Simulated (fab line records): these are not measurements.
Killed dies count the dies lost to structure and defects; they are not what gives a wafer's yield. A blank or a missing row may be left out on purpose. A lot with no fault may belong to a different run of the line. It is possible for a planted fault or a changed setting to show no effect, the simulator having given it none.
fab line records | flow sky130
[record] lots = 12 wafers = 34 last_day = 50
route steps=708 shown LDD_N@253 SD_P@322 PAD_OPEN@708
lots that met no fault: from a run of the same line without faults
start_h: hours from the record's opening day to when the first of the lot's shown wafers began | wait_h: hours elapsed since this lot's preceding step | " identical to the entry in the row above | L1.1+2: one row covering several wafers at once | - no value, or no start given | * or withheld: withheld | < > ~ a bound
route shown NAME@n: names a module that has steps shown in the file, with the first one's number in the route | usual: the fault-free wafers' mean and standard deviation | same: alike in all rows | chamber/n: place in a boat | sites: readings site by site | _std_site: standard deviation of those values | _edge_site: inner sites' mean taken away from outer sites' mean | radius_mm: for every site, how far away it sits from the centre of the wafer | mask NAME#n: copy n | behind: the tool/chamber that last shaped the wafer | hold: cause of the lot's hold/its duration in hours/its outcome | device: which transistor (n, p or np) failed to switch | end of line: at the end of the route, the tests of the same wafers | a step given without rows: its recipe and nothing more | killed: not the wafer's yield, but the dies lost to structure and defects at the first sort | map: a wafer's dies, marking killed ones x, the rest . and places with no die _
set.NAME: the setting as run; set.NAME@STEP: as run at that earlier step | model.NAME: the simulator's own value behind a step, which no gauge read
one table for each step of the route and one row for each wafer, over a sample of lots
services: from which hour (start_h, from the record's first day; less than 0 if before it) a tool's chamber was out of use, for how many hours, and why
[[steps]]
[step SKY_LDD_N_STRIP_16]
[recipe] chemistry = O2/N2 power_w = 1400 pressure_mtorr = 1500 platen_temp_c = withheld o2_flow_sccm = 3000 n2_flow_sccm = 300 overash_fraction = 0.5
[usual] drypump_motor_current_A = 5.8/0.55 oes_product_au = 0.406/0.0046 strip_time_to_endpoint_s = 4.315/0.013
// columns lot.wafer tool chamber start_h wait_h drypump_motor_current_A oes_product_au rf_hours_counter_h strip_time_to_endpoint_s
L396.1 plasma_asher-03 0 409.76 0.1 6.1 0.409 71 4.314
L396.4 " 1 " " 5.8 0.408 - 4.333
L396.5 " 1 " " 5.8 0.402 - 4.318
L397.1 plasma_asher-03 1 437.71 0.1 5.8 0.408 74 4.334
L397.4 " 0 " " 6.1 0.401 - 4.325
L397.6 " 1 " " 5.8 0.402 - 4.305
L399.2 plasma_asher-03 1 465.71 0.1 5.8 0.408 76 4.309
L399.5 " 1 " " 5.8 0.408 - 4.297
L399.6 " 0 " " 6.2 0.405 - 4.301
L400.1 plasma_asher-04 1 466.01 0.1 5.0 0.402 61 4.310
L400.2 " 0 " " 6.7 0.404 61 4.309
L400.6 " 0 " " 6.7 0.399 - 4.310
L398.3 plasma_asher-01 0 466.92 0.1 6.0 0.410 - 4.311
L398.4 " 1 " " 5.4 0.404 - 4.354
L398.5 " 0 " " 5.9 0.415 - 4.340
L405.2 plasma_asher-04 1 489.49 0.1 5.0 0.405 62 4.316
L405.4 " 1 " " 5.0 0.399 - 4.326
L406.2 plasma_asher-01 0 512.55 0.1 6.0 0.409 41 4.307
L406.3 " 1 " " 5.3 0.400 - 4.307
L413.2 plasma_asher-01 1 550.74 0.1 5.3 0.406 46 4.295
L413.5 " 0 " " 5.9 0.404 - 4.314
L413.6 " 1 " " 5.4 0.412 - 4.329
L414.2 plasma_asher-01 1 574.41 0.1 5.4 0.407 48 4.316
L414.3 " 0 " " 6.0 0.408 - 4.322
L414.6 " 0 " " 6.0 0.405 - 4.313
L415.2 plasma_asher-01 0 580.90 0.1 5.9 0.404 49 4.307
L415.5 " 1 " " 5.3 0.407 - 4.319
L415.6 " 0 " " 6.0 0.396 - 4.295
L417.3 plasma_asher-04 0 583.33 0.1 6.7 0.412 - 4.302
L417.5 " 1 " " 5.0 0.402 - 4.314
L417.6 " 0 " " 6.7 0.401 - 4.314
L418.1 plasma_asher-04 1 586.45 0.1 5.0 0.400 72 4.310
L418.3 " 1 " " 5.0 0.402 - 4.317
L418.5 " 0 " " 6.7 0.401 - 4.321
[step SKY_SD_P_COAT_02]
[recipe] resist = NOVOLAK spin_rpm = 3000 resist_thk_nm = 1140
[usual] chill_plate_temp_C = 22.98/0.11 spin_speed_rpm = 3000.0/1.6
// columns lot.wafer tool chamber start_h wait_h chill_plate_temp_C spin_speed_rpm
L396.1 litho_track-01 0 582.70 0.1 23.09 3003.8
L396.4 " 0 " " 22.89 3000.8
L396.5 " 0 " " 22.94 3000.7
L397.1 litho_track-01 0 612.35 0.1 22.94 2999.4
L397.4 " 0 " " 22.94 2999.8
L397.6 " 0 " " 22.99 3000.9
L399.2 litho_track-01 0 626.57 0.1 23.16 3000.8
L399.5 " 0 " " 23.11 2998.2
L399.6 " 0 " " 23.34 3003.5
L400.1 litho_track-03 0 627.22 0.1 22.93 3001.4
L400.2 " 0 " " 22.98 3000.7
L400.6 " 0 " " 22.83 2999.7
L398.3 litho_track-01 0 629.35 0.1 22.99 2999.9
L398.4 " 0 " " 22.94 3002.2
L398.5 " 0 " " 22.95 3000.0
L405.2 litho_track-01 0 654.13 0.1 22.69 2999.0
L405.4 " 0 " " 22.90 3000.3
L406.2 litho_track-01 0 672.63 0.1 23.07 3000.1
L406.3 " 0 " " 22.99 2998.2
L413.2 litho_track-03 0 709.04 0.1 23.09 2999.6
L413.5 " 0 " " 23.16 3000.3
L413.6 " 0 " " 22.97 2999.4
L414.2 litho_track-01 0 730.03 0.1 22.87 2997.9
L414.3 " 0 " " 22.88 2998.6
L414.6 " 0 " " 23.00 3001.0
L415.2 litho_track-02 0 741.95 0.1 22.98 3003.8
L415.5 " 0 " " 23.17 2998.3
L415.6 " 0 " " 23.14 2999.5
L417.3 litho_track-01 0 742.30 0.1 22.83 3000.9
L417.5 " 0 " " 23.01 3001.1
L417.6 " 0 " " 22.97 2999.0
L418.1 litho_track-03 0 745.57 0.1 22.98 2999.4
L418.3 " 0 " " 23.02 2998.8
L418.5 " 0 " " 22.96 2998.5
[step SKY_SD_P_CD_MEAS_07]
[recipe] target_cd_nm = 380
[usual] cd_nm = 379.8/2.7
// columns lot.wafer tool chamber start_h wait_h cd_nm
L396.1 cd_sem-02 - 598.52 0.1 380.6
L396.4 " - " " 381.5
L396.5 " - " " 379.4
L397.1 cd_sem-02 - 628.52 0.1 376.2
L397.4 " - " " 377.8
L397.6 " - " " 374.5
L399.2 cd_sem-02 - 640.24 0.1 380.2
L399.5 " - " " 379.0
L399.6 " - " " 379.3
L400.1 cd_sem-02 - 641.00 0.1 380.2
L400.2 " - " " 379.6
L400.6 " - " " 378.2
L398.3 cd_sem-02 - 642.31 0.1 379.3
L398.4 " - " " 456.6
L398.5 " - " " 382.8
L405.2 cd_sem-02 - 667.99 0.1 452.4
L405.4 " - " " 452.9
L406.2 cd_sem-01 - 686.99 0.1 454.4
L406.3 " - " " 380.1
L413.2 cd_sem-01 - 724.24 0.1 380.7
L413.5 " - " " 377.1
L413.6 " - " " 380.0
L414.2 cd_sem-01 - 743.94 0.1 381.8
L414.3 " - " " 381.2
L414.6 " - " " 381.0
L415.2 cd_sem-01 - 754.94 0.1 381.5
L415.5 " - " " 379.1
L415.6 " - " " 382.0
L417.3 cd_sem-02 - 755.11 0.1 384.8
L417.5 " - " " 385.0
L417.6 " - " " 382.7
L418.1 cd_sem-01 - 758.35 0.1 382.7
L418.3 " - " " 381.4
L418.5 " - " " 382.7
[step SKY_SD_P_OVL_MEAS_08]
[usual] SD_P_OVL = -0.3/1.6
// columns lot.wafer tool chamber start_h wait_h SD_P_OVL[nm]
L396.1 overlay-02 - 598.64 0.1 0.2
L396.4 " - " " 0.1
L396.5 " - " " -0.2
L397.1 overlay-02 - 628.64 0.1 -0.6
L397.4 " - " " 0.5
L397.6 " - " " 1.1
L399.2 overlay-01 - 640.35 0.1 1.4
L399.5 " - " " 0.4
L399.6 " - " " 1.1
L400.1 overlay-01 - 641.12 0.1 0.3
L400.2 " - " " -0.4
L400.6 " - " " -0.4
L398.3 overlay-02 - 642.41 0.1 -1.9
L398.4 " - " " -4.4
L398.5 " - " " -1.7
L405.2 overlay-02 - 668.10 0.1 1.7
L405.4 " - " " -0.2
L406.2 overlay-01 - 687.09 0.1 0.6
L406.3 " - " " -0.2
L413.2 overlay-01 - 724.35 0.1 3.7
L413.5 " - " " 0.3
L413.6 " - " " 2.8
L414.2 overlay-01 - 744.05 0.1 1.3
L414.3 " - " " 1.1
L414.6 " - " " -0.6
L415.2 overlay-01 - 755.05 0.1 -1.6
L415.5 " - " " -2.3
L415.6 " - " " -2.1
L417.3 overlay-02 - 755.20 0.1 -1.0
L417.5 " - " " -1.7
L417.6 " - " " 0.4
L418.1 overlay-01 - 758.47 0.1 1.1
L418.3 " - " " 0.3
L418.5 " - " " 1.5
[step SKY_SD_P_STRIP_10]
[recipe] chemistry = O2/N2 power_w = 1400 pressure_mtorr = 1500 platen_temp_c = withheld o2_flow_sccm = 3000 n2_flow_sccm = 300 overash_fraction = 0.5
[usual] drypump_motor_current_A = 5.7/0.5 oes_product_au = 0.617/0.0049 strip_time_to_endpoint_s = 17.52/0.041
// columns lot.wafer tool chamber start_h wait_h drypump_motor_current_A oes_product_au rf_hours_counter_h strip_time_to_endpoint_s
L396.1 plasma_asher-04 1 598.83 0.1 5.0 0.621 72 17.50
L396.4 " 0 " " 6.7 0.619 - 17.55
L396.5 " 0 " " 6.7 0.610 - 17.54
L397.1 plasma_asher-02 0 628.83 0.1 5.6 0.618 20 17.51
L397.4 " 0 " " 5.7 0.618 - 17.54
L397.6 " 0 " " 5.6 0.623 - 17.50
L399.2 plasma_asher-02 0 640.53 0.1 5.6 0.624 22 17.44
L399.5 " 0 " " 5.6 0.607 - 17.42
L399.6 " 1 " " 5.7 0.614 - 17.50
L400.1 plasma_asher-04 1 641.31 0.1 5.0 0.608 77 17.50
L400.2 " 0 " " 6.7 0.616 77 17.49
L400.6 " 0 " " 6.7 0.618 - 17.52
L398.3 plasma_asher-02 0 642.61 0.1 5.7 0.616 - 17.55
L398.4 " 1 " " 5.7 0.543 - 11.05
L398.5 " 1 " " 5.7 0.628 - 17.51
L405.2 plasma_asher-02 0 668.28 0.1 5.6 0.549 24 11.06
L405.4 " 0 " " 5.7 0.547 - 11.07
L406.2 plasma_asher-04 1 687.27 0.1 5.0 0.539 81 11.05
L406.3 " 0 " " 6.7 0.613 - 17.55
L413.2 plasma_asher-01 1 724.53 0.1 5.4 0.618 63 17.54
L413.5 " 0 " " 6.0 0.623 - 17.57
L413.6 " 1 " " 5.3 0.611 - 17.58
L414.2 plasma_asher-02 1 744.23 0.1 5.7 0.620 31 17.49
L414.3 " 1 " " 5.7 0.614 - 17.53
L414.6 " 1 " " 5.6 0.617 - 17.56
L415.2 plasma_asher-02 0 755.23 0.1 5.6 0.621 33 17.49
L415.5 " 0 " " 5.6 0.619 - 17.49
L415.6 " 1 " " 5.6 0.619 - 17.52
L417.3 plasma_asher-04 0 755.41 0.1 6.7 0.619 - 17.55
L417.5 " 1 " " 5.0 0.614 - 17.55
L417.6 " 0 " " 6.7 0.614 - 17.52
L418.1 plasma_asher-01 0 758.66 0.1 6.0 0.613 67 17.51
L418.3 " 1 " " 5.3 0.616 - 17.51
L418.5 " 1 " " 5.4 0.607 - 17.46
[step SKY_SD_P_TW_MEAS_11]
[usual] SD_P_TW = 2821/20
// columns lot.wafer tool chamber start_h wait_h SD_P_TW
L396.1 film_metro-01 - 598.93 0.1 2819
L396.4 " - " " 2837
L396.5 " - " " 2825
L397.1 film_metro-04 - 628.93 0.1 2842
L397.4 " - " " 2838
L397.6 " - " " 2843
L399.2 film_metro-04 - 640.64 0.1 2852
L399.5 " - " " 2854
L399.6 " - " " 2851
L400.1 film_metro-04 - 641.41 0.1 2851
L400.2 " - " " 2845
L400.6 " - " " 2846
L398.3 film_metro-04 - 642.70 0.1 2856
L398.4 " - " " 2855
L398.5 " - " " 2844
L405.2 film_metro-03 - 668.39 0.1 2809
L405.4 " - " " 2793
L406.2 film_metro-04 - 687.38 0.1 2828
L406.3 " - " " 2832
L413.2 film_metro-03 - 724.66 0.1 2792
L413.5 " - " " 2806
L413.6 " - " " 2815
L414.2 film_metro-01 - 744.34 0.1 2830
L414.3 " - " " 2836
L414.6 " - " " 2828
L415.2 film_metro-03 - 755.34 0.1 2784
L415.5 " - " " 2804
L415.6 " - " " 2792
L417.3 film_metro-03 - 755.49 0.1 2777
L417.5 " - " " 2787
L417.6 " - " " 2803
L418.1 film_metro-01 - 758.76 0.1 2812
L418.3 " - " " 2823
L418.5 " - " " 2806
[step SKY_PAD_OPEN_PROBE_99]
[usual] killed_at_M0_to_M3 = 42/6.1 killed_at_M4_up = 3.3/1.7 killed_at_contacts = 25/5.4 killed_at_front_end = 16/4.6 killed_at_other = 0.4/0.55 killed_dies = 87/8.8 killed_open = 47/7.1 killed_short = 40/5.8
[same] gross_dies = 492 killed_at_back_side = 0
// columns lot.wafer tool chamber start_h wait_h killed_at_M0_to_M3 killed_at_M4_up killed_at_contacts killed_at_front_end killed_at_other killed_dies killed_open killed_short
L413.2 prober-02 - 1162.05 0.1 39 5 17 14 0 75 38 37
L413.5 prober-02 - 1162.20 0.2 44 2 19 14 2 81 47 33
L413.6 prober-02 - 1162.25 0.2 47 2 17 16 1 83 45 35
L414.2 prober-01 - 1176.10 0.1 47 4 28 17 0 96 57 39
L414.3 prober-01 - 1176.15 0.2 42 4 21 16 0 83 52 31
L414.6 prober-01 - 1176.30 0.2 62 3 18 18 0 101 55 44
// killed by level:class
L413.2 METAL1:geometric_particle:short=9 VIA2:geometric_particle:open=7 LI_CONTACT:geometric_particle:open=6 VIA1:geometric_particle:open=6 CONTACT:geometric_particle:open=5 FIELD_ISO:geometric_particle:open=4 VIA3:geometric_particle:short=4 METAL4:geometric_particle:short=4
L413.5 VIA1:geometric_particle:open=9 LI_CONTACT:geometric_particle:open=6 CONTACT:geometric_particle:open=6 METAL2:geometric_particle:short=6 VIA2:geometric_particle:open=6 VIA3:geometric_particle:open=5 FIELD_ISO:geometric_particle:short=4 POLY_GATE:geometric_particle:open=4
L413.6 VIA1:geometric_particle:open=11 METAL1:geometric_particle:short=10 CONTACT:geometric_particle:open=6 VIA3:geometric_particle:open=6 LI_CONTACT:geometric_particle:open=5 POLY_GATE:geometric_particle:open=4 METAL2:geometric_particle:short=4 FIELD_ISO:geometric_particle:short=3
L414.2 VIA1:geometric_particle:open=15 VIA1:geometric_particle:short=11 LI_CONTACT:geometric_particle:open=10 CONTACT:geometric_particle:open=9 VIA2:geometric_particle:open=9 CONTACT:geometric_particle:short=6 FIELD_ISO:geometric_particle:open=4 FIELD_ISO:geometric_particle:short=3
L414.3 VIA1:geometric_particle:open=11 FIELD_ISO:geometric_particle:open=9 CONTACT:geometric_particle:open=7 VIA2:geometric_particle:open=7 METAL1:geometric_particle:short=6 VIA3:geometric_particle:open=6 LOCAL_INTERCONNECT:geometric_particle:short=5 METAL2:geometric_particle:short=4
L414.6 VIA1:geometric_particle:open=14 CONTACT:geometric_particle:open=11 VIA2:geometric_particle:open=9 VIA3:geometric_particle:open=8 METAL1:geometric_particle:short=7 FIELD_ISO:geometric_particle:open=5 VIA1:geometric_particle:short=5 METAL2:geometric_particle:short=5
[[services]]
// columns tool chamber start_h hours kind
plasma_asher-03 - 387.40 5.2 repair
plasma_asher-04 - 399.54 3.2 repair
plasma_asher-04 - 418.83 3.3 repair
plasma_asher-02 - 421.25 9.0 pm
plasma_asher-02 0 421.25 9.0 vent_cycle
plasma_asher-02 1 421.25 9.0 vent_cycle
plasma_asher-02 0 430.25 - clean
plasma_asher-02 1 430.25 - clean
plasma_asher-03 - 464.08 0.7 repair
plasma_asher-04 - 467.01 15.6 pm
plasma_asher-01 - 486.39 2.0 repair
plasma_asher-02 - 528.69 2.5 repair
plasma_asher-02 - 542.97 0.3 repair
plasma_asher-04 - 552.31 5.8 repair
plasma_asher-03 - 636.09 7.9 repair
plasma_asher-02 - 644.77 6.6 repair
plasma_asher-01 - 668.11 0.7 repair
plasma_asher-03 - 676.62 2.8 repair
plasma_asher-01 - 680.71 4.0 repair
plasma_asher-02 - 727.21 2.1 repair
plasma_asher-03 - 733.75 9.0 pm
plasma_asher-03 0 733.75 9.0 vent_cycle
plasma_asher-03 1 733.75 9.0 vent_cycle
plasma_asher-03 0 742.75 - clean
[[key]]
[first_sign] step = SKY_SD_P_CD_MEAS_07 reading = cd_nm direction = up sigmas = 28 usual = 379.8 struck = 454.1
[effect] step = SKY_SD_P_STRIP_10 reading = strip_time_to_endpoint_s direction = down sigmas = 99+ usual = * struck = *
met_at SKY_SD_P_COAT_02
struck_lots L398,L405,L406
struck_wafers L398.4,L405.2,L405.4,L406.2
tester_left_out L398,L405,L406
not_acting_at SKY_LDD_N_STRIP_16,SKY_SD_P_OVL_MEAS_08,SKY_SD_P_TW_MEAS_11
onset_between 626.57 629.35
[fault] kind = process_parameter_drift tool = litho_track-01 chamber = - onset_h = 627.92 steps = SKY_SD_P_COAT_02 channel = resist_thk_nm offset = -563.21 shape = step end_h = 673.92 scope = struck_wafers_only acts_in = these_recipes_only stated = 1140
// tester_left_out: of these lots the tester's yield and bins aren't shown, on N5 and GAA mostly nor the transistor test; their killed dies are dies lost to structure and defects alone, not to doping, threshold or leakage, so they don't give the yield
